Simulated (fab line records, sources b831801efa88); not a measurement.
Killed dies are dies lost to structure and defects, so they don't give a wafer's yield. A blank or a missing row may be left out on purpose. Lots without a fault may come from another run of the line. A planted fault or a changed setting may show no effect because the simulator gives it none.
fab line records | flow sky130
record lots=12 wafers=36 last_day=51
route steps=708 shown CONTACT@429 METAL1@435 PAD_OPEN@708
lots that met no fault: from a run of the same line without faults
start_h: hours from the record's first day to the start of the lot's first wafer shown | wait_h: hours since the lot's step before | " the same as in the row above | L1.1+2: a row that stands for several wafers | - no value, or no start given | * or withheld: withheld | < > ~ a bound
route shown NAME@n: a module of which the file shows steps, and the number in the route of the first | usual: mean/standard deviation of fault-free wafers | same: alike in all rows | chamber/n: place in a boat | sites: the reading at each site | _std_site: their standard deviation | _edge_site: outer sites' mean less inner sites' | radius_mm: how far each site lies from the wafer's centre | mask NAME#n: copy n | behind: the tool/chamber that last shaped the wafer | hold: why the lot was held/for how many hours/how that ended | device: the transistor (n, p or np) that didn't switch | end of line: the same wafers' tests at the end of the route | a step without rows: its recipe alone | killed: dies lost to structure and defects at the first sort, not the wafer's yield | map: a wafer's dies, x killed, . not, _ none there
set.NAME: the setting as run; set.NAME@STEP: as run at that earlier step | model.NAME: the simulator's own value behind a step, which no gauge read
steps of the route over a sample of lots; a table a step, a row a wafer
services: from which hour (start_h, from the record's first day; less than 0 if before it) a tool's chamber was out of use, for how many hours, and why
## steps
# step SKY_CONTACT_SPUTTER_23
# recipe material=TiN target_thk_nm=20 chamber_pressure_pa=5 power_w=4000 time_s=80
# usual cathode_dc_power_W=3999.9/0.73 throttle_valve_pct=29.9/1
# columns lot.wafer tool chamber start_h wait_h cathode_dc_power_W throttle_valve_pct
L324.2 pvd_sputter-02 - 755.18 0.0 4000.6 29.5
L324.4 " - " " 4001.1 28.7
L324.5 " - " " 4000.4 29.5
L325.1 pvd_sputter-01 - 765.73 0.0 4000.1 31.9
L325.3 " - " " 3999.7 30.6
L325.4 " - " " 3999.6 29.9
L326.1 pvd_sputter-01 - 768.89 0.0 3999.0 30.6
L326.4 " - " " 3999.5 30.0
L326.6 " - " " 4000.2 29.6
L327.1 pvd_sputter-02 - 782.44 0.0 4000.3 30.2
L327.2 " - " " 4000.6 27.6
L327.6 " - " " 4000.4 28.8
L328.1 pvd_sputter-01 - 791.39 0.0 3998.4 29.6
L328.4 " - " " 3999.5 32.0
L328.6 " - " " 3999.2 31.7
L331.3 pvd_sputter-02 - 814.61 0.0 4000.6 27.9
L331.4 " - " " 3999.7 29.2
L331.6 " - " " 3999.7 29.0
L334.2 pvd_sputter-01 - 833.58 0.0 3999.4 30.0
L334.3 " - " " 3999.7 29.4
L334.6 " - " " 3999.3 31.8
L337.1 pvd_sputter-02 - 853.92 0.0 3999.4 27.7
L337.2 " - " " 4000.0 30.3
L337.5 " - " " 4000.0 27.8
L340.2 pvd_sputter-02 - 885.54 0.0 4001.5 27.8
L340.4 " - " " 3999.5 30.4
L340.5 " - " " 4000.3 27.8
L342.3 pvd_sputter-01 - 891.24 0.0 3999.1 31.9
L342.4 " - " " 4000.1 30.6
L342.5 " - " " 3998.9 29.6
L345.1 pvd_sputter-01 - 916.62 0.0 3999.1 30.5
L345.4 " - " " 4000.4 29.6
L345.6 " - " " 3998.8 30.4
L347.2 pvd_sputter-01 - 920.74 0.0 3999.8 30.5
L347.3 " - " " 3998.4 29.5
L347.6 " - " " 4000.8 30.0
# step SKY_CONTACT_CVD_24
# recipe material=W target_thk_nm=340 time_s=102.12 temp_c=400 pressure_torr=40
# usual heater_power_w=836/110 susceptor_temp_C=400.03/0.22
# columns lot.wafer tool chamber start_h wait_h heater_power_w since_wet_clean_h susceptor_temp_C
L324.2 cvd_w-02 0 755.24 0.0 865 351 400.33
L324.4 " 0 " " 866 - 400.14
L324.5 " 0 " " 850 - 399.80
L325.1 cvd_w-02 0 765.79 0.0 872 362 399.60
L325.3 " 1 " " 884 - 400.31
L325.4 " 0 " " 859 - 399.73
L326.1 cvd_w-01 1 768.95 0.0 937 865 399.87
L326.4 " 1 " " 959 - 400.06
L326.6 " 1 " " 950 - 400.54
L327.1 cvd_w-01 0 782.50 0.0 652 879 400.33
L327.2 " 1 " " 937 879 400.01
L327.6 " 0 " " 649 - 399.93
L328.1 cvd_w-01 1 791.45 0.0 950 887 400.18
L328.4 " 1 " " 934 - 400.18
L328.6 " 1 " " 936 - 399.96
L331.3 cvd_w-01 0 814.71 0.1 657 - 400.41
L331.4 " 1 " " 939 - 400.03
L331.6 " 0 " " 658 - 400.34
L334.2 cvd_w-01 0 833.64 0.0 644 930 400.32
L334.3 " 0 " " 641 - 400.22
L334.6 " 0 " " 643 - 399.83
L337.1 cvd_w-01 0 853.98 0.0 660 950 399.88
L337.2 " 1 " " 928 950 400.10
L337.5 " 0 " " 656 - 400.36
L340.2 cvd_w-02 0 885.63 0.1 858 - 400.46
L340.4 " 0 " " 866 - 400.28
L340.5 " 0 " " 884 - 400.14
L342.3 cvd_w-01 1 891.33 0.1 948 - 399.69
L342.4 " 0 " " 644 - 399.89
L342.5 " 0 " " 643 - 399.95
L345.1 cvd_w-02 1 916.68 0.0 930 513 400.01
L345.4 " 0 " " 863 - 399.99
L345.6 " 0 " " 881 - 400.30
L347.2 cvd_w-02 0 920.80 0.0 858 517 400.35
L347.3 " 1 " " 896 - 400.17
L347.6 " 0 " " 885 - 399.74
# step SKY_METAL1_SPUTTER_01
# recipe material=TiN target_thk_nm=20 power_w=6500 time_s=16.7 chamber_pressure_pa=0.4
# usual cathode_dc_power_W=6500.0/1.1 throttle_valve_pct=29.8/0.7
# columns lot.wafer tool chamber start_h wait_h cathode_dc_power_W throttle_valve_pct
L324.2 pvd_sputter-04 - 755.85 0.0 6500.5 29.0
L324.4 " - " " 6500.0 28.8
L324.5 " - " " 6499.0 29.2
L325.1 pvd_sputter-03 - 766.40 0.0 6500.3 30.9
L325.3 " - " " 6502.1 29.7
L325.4 " - " " 6500.5 29.3
L326.1 pvd_sputter-03 - 769.56 0.0 6498.8 29.6
L326.4 " - " " 6500.8 29.6
L326.6 " - " " 6499.6 30.8
L327.1 pvd_sputter-04 - 783.11 0.0 6501.1 30.5
L327.2 " - " " 6499.9 28.8
L327.6 " - " " 6497.9 28.7
L328.1 pvd_sputter-03 - 792.06 0.0 6500.3 29.8
L328.4 " - " " 6500.3 30.5
L328.6 " - " " 6499.9 29.5
L331.3 pvd_sputter-04 - 815.28 0.0 6499.2 29.3
L331.4 " - " " 6497.2 30.4
L331.6 " - " " 8038.8 29.1
L334.2 pvd_sputter-03 - 834.25 0.0 6499.3 29.8
L334.3 " - " " 6499.3 31.1
L334.6 " - " " 6500.1 29.6
L337.1 pvd_sputter-03 - 854.59 0.0 6502.4 30.6
L337.2 " - " " 6498.1 29.6
L337.5 " - " " 6499.9 29.9
L340.2 pvd_sputter-03 - 886.32 0.0 6499.6 30.9
L340.4 " - " " 6502.1 29.6
L340.5 " - " " 6500.2 30.6
L342.3 pvd_sputter-03 - 891.91 0.0 6499.9 29.3
L342.4 " - " " 6500.4 29.9
L342.5 " - " " 6500.3 29.5
L345.1 pvd_sputter-04 - 917.29 0.0 6499.1 29.0
L345.4 " - " " 6501.0 30.4
L345.6 " - " " 6500.3 28.6
L347.2 pvd_sputter-04 - 921.41 0.0 6498.7 29.0
L347.3 " - " " 6500.5 30.3
L347.6 " - " " 6500.0 30.5
# step SKY_METAL1_RS_MEAS_05
# recipe thk_meas_gauge=four-point-probe reads=TiN_of_METAL1_SPUTTER_04+Ti_of_METAL1_SPUTTER_03+AlCu_of_METAL1_SPUTTER_02+TiN_of_METAL1_SPUTTER_01+Ti_of_METAL1_SPUTTER_00
# usual METAL1_ALCU_RS=0.1267/0.0013
# columns lot.wafer tool chamber start_h wait_h METAL1_ALCU_RS[ohm/sq]
L324.2 film_metro-03 - 755.99 0.0 0.1268
L324.4 " - " " 0.1279
L324.5 " - " " 0.1284
L325.1 film_metro-01 - 766.52 0.0 0.1282
L325.3 " - " " 0.1295
L325.4 " - " " 0.1300
L326.1 film_metro-02 - 769.68 0.0 0.1267
L326.4 " - " " 0.1279
L326.6 " - " " 0.1254
L327.1 film_metro-01 - 783.23 0.0 0.1255
L327.2 " - " " 0.1249
L327.6 " - " " 0.1246
L328.1 film_metro-03 - 792.18 0.0 0.1267
L328.4 " - " " 0.1257
L328.6 " - " " 0.1268
L331.3 film_metro-02 - 815.44 0.1 0.1253
L331.4 " - " " 0.1256
L331.6 " - " " 0.1255
L334.2 film_metro-01 - 834.39 0.0 0.1237
L334.3 " - " " 0.1236
L334.6 " - " " 0.1244
L337.1 film_metro-01 - 854.71 0.0 0.1269
L337.2 " - " " 0.1263
L337.5 " - " " 0.1259
L340.2 film_metro-01 - 886.48 0.0 0.1270
L340.4 " - " " 0.1258
L340.5 " - " " 0.1268
L342.3 film_metro-01 - 892.07 0.1 0.1274
L342.4 " - " " 0.1270
L342.5 " - " " 0.1275
L345.1 film_metro-01 - 917.41 0.0 0.1279
L345.4 " - " " 0.1293
L345.6 " - " " 0.1288
L347.2 film_metro-03 - 921.55 0.0 0.1263
L347.3 " - " " 0.1269
L347.6 " - " " 0.1268
# step SKY_PAD_OPEN_PROBE_99
# usual defect_limited_yield=82.8/2.1 killed_at_M0_to_M3=43/7.3 killed_at_M4_up=3.4/2.1 killed_at_contacts=24/5.9 killed_at_front_end=14/4 killed_at_other=0.3/0.54 killed_dies=85/10 killed_open=46/7.7 killed_short=38/6 sort_bin_3_pad_short=0.8/0.48 sort_bin_5_function=10.2/1.7 sort_bin_6_memory=6.2/1.1 sort_n_pass=407/10 sort_yield_pct=82.8/2.1
# same gross_dies=492 killed_at_back_side=0 sort_bin_4_leakage[%]=0 sort_bin_8_speed[%]=0
# columns lot.wafer tool chamber start_h wait_h defect_limited_yield[%] killed_at_M0_to_M3 killed_at_M4_up killed_at_contacts killed_at_front_end killed_at_other killed_dies killed_open killed_short sort_bin_3_pad_short[%] sort_bin_5_function[%] sort_bin_6_memory[%] sort_n_pass sort_yield_pct[%]
L324.2 prober-02 - 1100.21 0.1 82.9 42 4 27 11 0 84 49 35 0.2 9.8 7.1 408 82.9
L324.4 prober-02 - 1100.31 0.2 85.2 48 5 12 8 0 73 31 42 1.8 6.7 6.3 419 85.2
L324.5 prober-02 - 1100.36 0.2 82.9 41 3 25 14 1 84 45 39 0.6 10.6 5.9 408 82.9
L326.1 prober-01 - 1106.29 0.1 85.2 38 9 15 11 0 73 43 30 0.4 8.5 5.9 419 85.2
L326.4 prober-01 - 1106.44 0.2 81.5 52 2 22 15 0 91 48 43 1.0 11.4 6.1 401 81.5
L326.6 prober-01 - 1106.54 0.2 87.2 29 2 20 11 1 63 33 30 0.4 7.7 4.7 429 87.2
L325.1 prober-02 - 1107.57 0.1 81.7 49 1 19 21 0 90 48 42 1.4 10.0 6.9 402 81.7
L325.3 prober-02 - 1107.67 0.2 84.1 41 6 19 12 0 78 44 34 0.6 8.7 6.5 414 84.1
L325.4 prober-02 - 1107.72 0.2 81.3 45 5 29 13 0 92 53 39 0.4 10.8 7.5 400 81.3
L327.1 prober-01 - 1119.74 0.1 80.9 47 0 26 19 2 94 57 37 0.6 11.2 7.3 398 80.9
L327.2 prober-01 - 1119.79 0.1 82.7 41 2 28 14 0 85 48 37 0.8 9.8 6.7 407 82.7
L327.6 prober-01 - 1119.99 0.2 79.7 48 7 34 11 0 100 45 55 1.6 10.4 8.3 392 79.7
L328.1 prober-02 - 1127.34 0.1 80.5 46 4 29 17 0 96 47 49 1.6 11.4 6.5 396 80.5
L328.4 prober-02 - 1127.49 0.2 81.1 55 4 23 11 0 93 60 33 0.4 13.2 5.3 399 81.1
L328.6 prober-02 - 1127.59 0.2 82.7 45 3 23 14 0 85 48 37 0.4 11.8 5.1 407 82.7
L331.3 prober-01 - 1144.42 0.2 83.1 42 2 27 12 0 83 50 33 0.4 9.3 7.1 409 83.1
L331.4 prober-01 - 1144.47 0.2 81.7 55 1 20 14 0 90 49 41 0.8 11.8 5.7 402 81.7
L331.6 prober-01 - 1144.57 0.2 85.2 36 4 15 18 0 73 38 35 1.2 8.3 5.3 419 85.2
L334.2 prober-02 - 1157.82 0.1 78.9 52 2 30 20 0 104 60 44 0.2 12.4 8.5 388 78.9
L334.3 prober-02 - 1157.87 0.2 83.1 50 2 20 11 0 83 47 36 0.4 10.0 6.5 409 83.1
L334.6 prober-02 - 1158.02 0.2 83.5 39 4 23 15 0 81 46 35 0.2 9.1 7.1 411 83.5
L337.1 prober-01 - 1171.59 0.1 80.3 49 5 33 9 1 97 55 42 1.0 12.2 6.5 395 80.3
L337.2 prober-01 - 1171.64 0.1 86.2 37 4 18 9 0 68 41 27 1.0 9.1 3.7 424 86.2
L337.5 prober-01 - 1171.79 0.2 83.9 42 2 21 12 2 79 46 33 0.6 9.3 6.1 413 83.9
L340.2 prober-02 - 1192.47 0.1 82.7 40 3 24 18 0 85 44 40 0 9.6 7.7 407 82.7
L340.4 prober-02 - 1192.57 0.2 85.2 43 4 16 10 0 73 30 42 0.4 8.9 5.5 419 85.2
L340.5 prober-02 - 1192.62 0.2 80.1 56 4 20 18 0 98 46 51 1.0 10.8 8.1 394 80.1
L342.3 prober-02 - 1198.03 0.2 80.3 42 8 35 12 0 97 61 36 0.2 14.0 5.5 395 80.3
L342.4 prober-02 - 1198.08 0.2 82.1 54 3 20 11 0 88 51 37 0.8 10.6 6.5 404 82.1
L342.5 prober-02 - 1198.13 0.2 83.9 40 2 26 11 0 79 51 28 1.0 7.5 7.5 413 83.9
L345.1 prober-01 - 1210.49 0.1 85.8 35 4 21 9 1 70 28 41 0.8 7.7 5.7 422 85.8
L345.4 prober-01 - 1210.64 0.2 84.1 37 8 16 17 0 78 43 34 0 9.8 6.1 414 84.1
L345.6 prober-01 - 1210.74 0.2 83.3 40 2 30 10 0 82 46 35 0.8 8.3 7.5 410 83.3
L347.2 prober-02 - 1214.89 0.1 82.9 49 2 23 10 0 84 45 38 1.2 10.0 5.9 408 82.9
L347.3 prober-02 - 1214.94 0.2 84.3 36 0 26 15 0 77 47 28 1.0 9.3 5.3 415 84.3
L347.6 prober-02 - 1215.09 0.2 83.5 46 1 23 11 0 81 43 36 0.4 9.8 6.3 411 83.5
# killed by level:class
L324.2 VIA1:geometric_particle:open=11 VIA2:geometric_particle:open=8 VIA3:geometric_particle:open=8 CONTACT:geometric_particle:open=7 LI_CONTACT:geometric_particle:open=6 CONTACT:geometric_particle:short=6 METAL1:geometric_particle:short=5 LOCAL_INTERCONNECT:geometric_particle:short=4
L324.4 VIA1:geometric_particle:open=11 METAL1:geometric_particle:short=10 VIA3:geometric_particle:open=5 VIA1:geometric_particle:short=5 LI_CONTACT:geometric_particle:short=4 LI_CONTACT:geometric_particle:open=4 METAL2:geometric_particle:short=4 VIA2:geometric_particle:short=4
L324.5 CONTACT:geometric_particle:open=10 CONTACT:geometric_particle:short=7 METAL2:geometric_particle:short=7 VIA3:geometric_particle:open=6 VIA1:geometric_particle:open=5 VIA1:geometric_particle:short=5 VIA3:geometric_particle:short=5 POLY_GATE:geometric_particle:short=4
L326.1 VIA1:geometric_particle:open=10 VIA3:geometric_particle:open=8 METAL4:geometric_particle:short=7 LI_CONTACT:geometric_particle:open=6 FIELD_ISO:geometric_particle:open=5 METAL2:geometric_particle:short=5 CONTACT:geometric_particle:open=4 POLY_GATE:geometric_particle:open=3
L326.4 VIA1:geometric_particle:open=10 METAL1:geometric_particle:short=9 VIA3:geometric_particle:open=9 CONTACT:geometric_particle:short=8 CONTACT:geometric_particle:open=6 VIA1:geometric_particle:short=5 POLY_GATE:geometric_particle:short=4 VIA2:geometric_particle:open=4
L326.6 VIA3:geometric_particle:open=7 CONTACT:geometric_particle:open=7 VIA1:geometric_particle:open=7 POLY_GATE:geometric_particle:short=6 CONTACT:geometric_particle:short=5 LOCAL_INTERCONNECT:geometric_particle:short=4 VIA1:geometric_particle:short=4 METAL2:geometric_particle:short=3
L325.1 VIA1:geometric_particle:open=13 CONTACT:geometric_particle:open=9 VIA1:geometric_particle:short=7 FIELD_ISO:geometric_particle:short=6 POLY_GATE:geometric_particle:short=6 VIA3:geometric_particle:open=6 METAL1:geometric_particle:short=5 METAL2:geometric_particle:short=5
L325.3 VIA2:geometric_particle:open=9 LI_CONTACT:geometric_particle:open=8 CONTACT:geometric_particle:open=7 VIA1:geometric_particle:short=7 FIELD_ISO:geometric_particle:short=5 VIA1:geometric_particle:open=5 VIA3:geometric_particle:short=5 VIA3:geometric_particle:open=5
L325.4 VIA1:geometric_particle:open=16 VIA3:geometric_particle:open=8 LI_CONTACT:geometric_particle:open=8 CONTACT:geometric_particle:open=7 METAL2:geometric_particle:short=7 CONTACT:geometric_particle:short=5 POLY_GATE:geometric_particle:open=4 LOCAL_INTERCONNECT:geometric_particle:short=4
L327.1 METAL1:geometric_particle:short=11 CONTACT:geometric_particle:open=10 LI_CONTACT:geometric_particle:open=10 POLY_GATE:geometric_particle:open=8 VIA3:geometric_particle:open=8 VIA1:geometric_particle:open=8 VIA2:geometric_particle:open=7 VIA1:geometric_particle:short=4
L327.2 VIA1:geometric_particle:open=15 LI_CONTACT:geometric_particle:open=9 VIA2:geometric_particle:open=8 CONTACT:geometric_particle:open=7 CONTACT:geometric_particle:short=5 METAL2:geometric_particle:short=5 VIA1:geometric_particle:short=4 POLY_GATE:geometric_particle:short=4
L327.6 CONTACT:geometric_particle:open=13 METAL1:geometric_particle:short=9 CONTACT:geometric_particle:short=7 LI_CONTACT:geometric_particle:open=6 VIA1:geometric_particle:short=6 VIA1:geometric_particle:open=6 METAL4:geometric_particle:short=6 VIA3:geometric_particle:short=5
L328.1 VIA1:geometric_particle:open=14 VIA2:geometric_particle:open=10 LOCAL_INTERCONNECT:geometric_particle:short=7 CONTACT:geometric_particle:short=7 CONTACT:geometric_particle:open=7 LI_CONTACT:geometric_particle:open=5 METAL2:geometric_particle:short=5 VIA2:geometric_particle:short=5
L328.4 CONTACT:geometric_particle:open=13 VIA1:geometric_particle:open=11 VIA3:geometric_particle:open=10 VIA1:geometric_particle:short=6 VIA2:geometric_particle:open=6 LI_CONTACT:geometric_particle:open=5 METAL1:geometric_particle:short=5 METAL3:geometric_particle:short=5
L328.6 METAL1:geometric_particle:short=12 VIA1:geometric_particle:open=10 CONTACT:geometric_particle:open=10 LI_CONTACT:geometric_particle:open=7 VIA3:geometric_particle:open=7 METAL2:geometric_particle:short=6 FIELD_ISO:geometric_particle:short=5 FIELD_ISO:geometric_particle:open=4
L331.3 LI_CONTACT:geometric_particle:open=11 VIA1:geometric_particle:open=11 CONTACT:geometric_particle:open=7 POLY_GATE:geometric_particle:open=6 METAL1:geometric_particle:short=6 VIA2:geometric_particle:open=5 METAL2:geometric_particle:short=4 VIA2:geometric_particle:short=4
L331.4 VIA1:geometric_particle:open=14 CONTACT:geometric_particle:open=10 METAL1:geometric_particle:short=7 FIELD_ISO:geometric_particle:open=6 VIA1:geometric_particle:short=6 VIA2:geometric_particle:open=6 FIELD_ISO:geometric_particle:short=5 VIA3:geometric_particle:short=5
L331.6 VIA1:geometric_particle:open=12 VIA2:geometric_particle:open=7 POLY_GATE:geometric_particle:short=6 CONTACT:geometric_particle:open=6 CONTACT:geometric_particle:short=5 FIELD_ISO:geometric_particle:open=3 VIA1:geometric_particle:short=3 METAL2:geometric_particle:short=3
L334.2 VIA1:geometric_particle:open=19 CONTACT:geometric_particle:short=9 CONTACT:geometric_particle:open=8 LI_CONTACT:geometric_particle:open=7 VIA3:geometric_particle:open=6 VIA1:geometric_particle:short=6 FIELD_ISO:geometric_particle:open=5 LOCAL_INTERCONNECT:geometric_particle:short=5
L334.3 VIA1:geometric_particle:open=13 LI_CONTACT:geometric_particle:open=8 VIA2:geometric_particle:open=8 METAL1:geometric_particle:short=6 VIA1:geometric_particle:short=6 VIA3:geometric_particle:open=6 CONTACT:geometric_particle:open=5 POLY_GATE:geometric_particle:short=4
L334.6 CONTACT:geometric_particle:open=13 VIA2:geometric_particle:open=7 VIA1:geometric_particle:open=6 METAL1:geometric_particle:short=6 POLY_GATE:geometric_particle:open=5 VIA3:geometric_particle:open=5 VIA3:geometric_particle:short=5 POLY_GATE:geometric_particle:short=4
L337.1 CONTACT:geometric_particle:open=13 VIA1:geometric_particle:open=12 LI_CONTACT:geometric_particle:open=9 VIA2:geometric_particle:open=8 METAL2:geometric_particle:short=7 METAL1:geometric_particle:short=6 CONTACT:geometric_particle:short=5 FIELD_ISO:geometric_particle:short=4
L337.2 VIA1:geometric_particle:open=11 VIA2:geometric_particle:open=9 VIA3:geometric_particle:open=6 CONTACT:geometric_particle:open=6 LI_CONTACT:geometric_particle:open=5 CONTACT:geometric_particle:short=5 METAL1:geometric_particle:short=5 POLY_GATE:geometric_particle:open=4
L337.5 VIA1:geometric_particle:open=11 VIA2:geometric_particle:open=11 CONTACT:geometric_particle:open=9 LI_CONTACT:geometric_particle:open=6 LOCAL_INTERCONNECT:geometric_particle:short=6 VIA1:geometric_particle:short=6 POLY_GATE:geometric_particle:short=5 METAL2:geometric_particle:short=4
L340.2 VIA2:geometric_particle:open=8 LI_CONTACT:geometric_particle:open=7 CONTACT:geometric_particle:open=7 VIA3:geometric_particle:open=7 FIELD_ISO:geometric_particle:short=6 METAL1:geometric_particle:short=6 VIA1:geometric_particle:open=6 POLY_GATE:geometric_particle:short=4
L340.4 VIA2:geometric_particle:open=8 CONTACT:geometric_particle:short=6 METAL1:geometric_particle:short=6 VIA1:geometric_particle:open=6 FIELD_ISO:geometric_particle:short=5 VIA3:geometric_particle:open=5 VIA1:geometric_particle:short=5 CONTACT:geometric_particle:open=4
L340.5 VIA1:geometric_particle:short=10 VIA2:geometric_particle:open=10 VIA1:geometric_particle:open=9 METAL1:geometric_particle:short=8 LOCAL_INTERCONNECT:geometric_particle:short=6 CONTACT:geometric_particle:open=6 VIA3:geometric_particle:open=6 FIELD_ISO:geometric_particle:open=5
L342.3 CONTACT:geometric_particle:open=16 VIA1:geometric_particle:open=10 VIA2:geometric_particle:open=10 LI_CONTACT:geometric_particle:open=7 VIA1:geometric_particle:short=7 CONTACT:geometric_particle:short=6 METAL4:geometric_particle:short=6 VIA3:geometric_particle:open=5
L342.4 VIA1:geometric_particle:open=17 VIA3:geometric_particle:open=9 LI_CONTACT:geometric_particle:open=7 VIA2:geometric_particle:open=6 CONTACT:geometric_particle:open=6 METAL2:geometric_particle:short=6 METAL1:geometric_particle:short=5 FIELD_ISO:geometric_particle:short=4
L342.5 CONTACT:geometric_particle:open=12 VIA1:geometric_particle:open=9 LI_CONTACT:geometric_particle:open=8 METAL1:geometric_particle:short=7 VIA2:geometric_particle:open=7 METAL2:geometric_particle:open=5 FIELD_ISO:geometric_particle:short=4 FIELD_ISO:geometric_particle:open=4
L345.1 CONTACT:geometric_particle:short=7 METAL1:geometric_particle:short=7 VIA1:geometric_particle:open=6 METAL2:geometric_particle:short=5 POLY_GATE:geometric_particle:short=4 LI_CONTACT:geometric_particle:open=4 VIA2:geometric_particle:short=4 VIA2:geometric_particle:open=4
L345.4 VIA1:geometric_particle:open=7 VIA3:geometric_particle:open=7 CONTACT:geometric_particle:open=6 METAL4:geometric_particle:short=6 METAL1:geometric_particle:short=5 VIA2:geometric_particle:open=5 FIELD_ISO:geometric_particle:open=4 LOCAL_INTERCONNECT:geometric_particle:short=4
L345.6 LI_CONTACT:geometric_particle:open=8 CONTACT:geometric_particle:short=8 CONTACT:geometric_particle:open=7 VIA2:geometric_particle:open=6 VIA3:geometric_particle:open=6 VIA1:geometric_particle:open=5 POLY_GATE:geometric_particle:open=4 METAL1:geometric_particle:short=4
L347.2 VIA1:geometric_particle:open=9 VIA2:geometric_particle:open=8 METAL1:geometric_particle:short=7 LI_CONTACT:geometric_particle:open=6 CONTACT:geometric_particle:open=6 VIA3:geometric_particle:open=5 POLY_GATE:geometric_particle:open=4 LOCAL_INTERCONNECT:geometric_particle:short=4
L347.3 VIA1:geometric_particle:open=15 CONTACT:geometric_particle:open=9 LI_CONTACT:geometric_particle:short=6 VIA3:geometric_particle:open=6 LI_CONTACT:geometric_particle:open=5 VIA2:geometric_particle:open=4 POLY_GATE:geometric_particle:short=3 CONTACT:geometric_particle:short=3
L347.6 VIA1:geometric_particle:open=13 CONTACT:geometric_particle:open=9 VIA3:geometric_particle:short=6 VIA2:geometric_particle:open=6 VIA3:geometric_particle:open=5 LI_CONTACT:geometric_particle:open=4 LOCAL_INTERCONNECT:geometric_particle:short=4 CONTACT:geometric_particle:short=4
## services
# columns tool chamber start_h hours kind
cvd_w-01 1 740.67 14.2 repair
pvd_sputter-03 - 774.37 1.2 repair
pvd_sputter-03 - 796.29 2.3 repair
pvd_sputter-04 - 853.66 4.9 repair
cvd_w-01 - 860.38 0.3 repair
pvd_sputter-01 - 865.90 2.4 repair
pvd_sputter-01 - 876.03 14.1 repair
cvd_w-02 1 881.34 5.5 repair
pvd_sputter-01 - 883.19 3.2 repair
pvd_sputter-04 - 884.17 3.1 repair
pvd_sputter-03 - 892.49 1.0 repair
cvd_w-01 - 904.09 14.0 pm
cvd_w-01 0 904.09 14.0 vent_cycle
cvd_w-01 1 904.09 14.0 vent_cycle
cvd_w-01 0 918.09 - clean
cvd_w-01 1 918.09 - clean
## key
first_sign step=SKY_METAL1_SPUTTER_01 reading=cathode_dc_power_W direction=up sigmas=99+ usual=6500.0 struck=8038.8
effect none on later readings
met_at SKY_METAL1_SPUTTER_01
struck_lots L331
struck_wafers L331.6
not_acting_at SKY_CONTACT_SPUTTER_23,SKY_CONTACT_CVD_24,SKY_METAL1_RS_MEAS_05
onset_between 783.11 815.28
fault kind=process_parameter_drift tool=pvd_sputter-04 chamber=- onset_h=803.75 steps=SKY_METAL1_SPUTTER_01 channel=power_w offset=* shape=step end_h=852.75 acts_in=* stated=* scope=struck_wafers_only
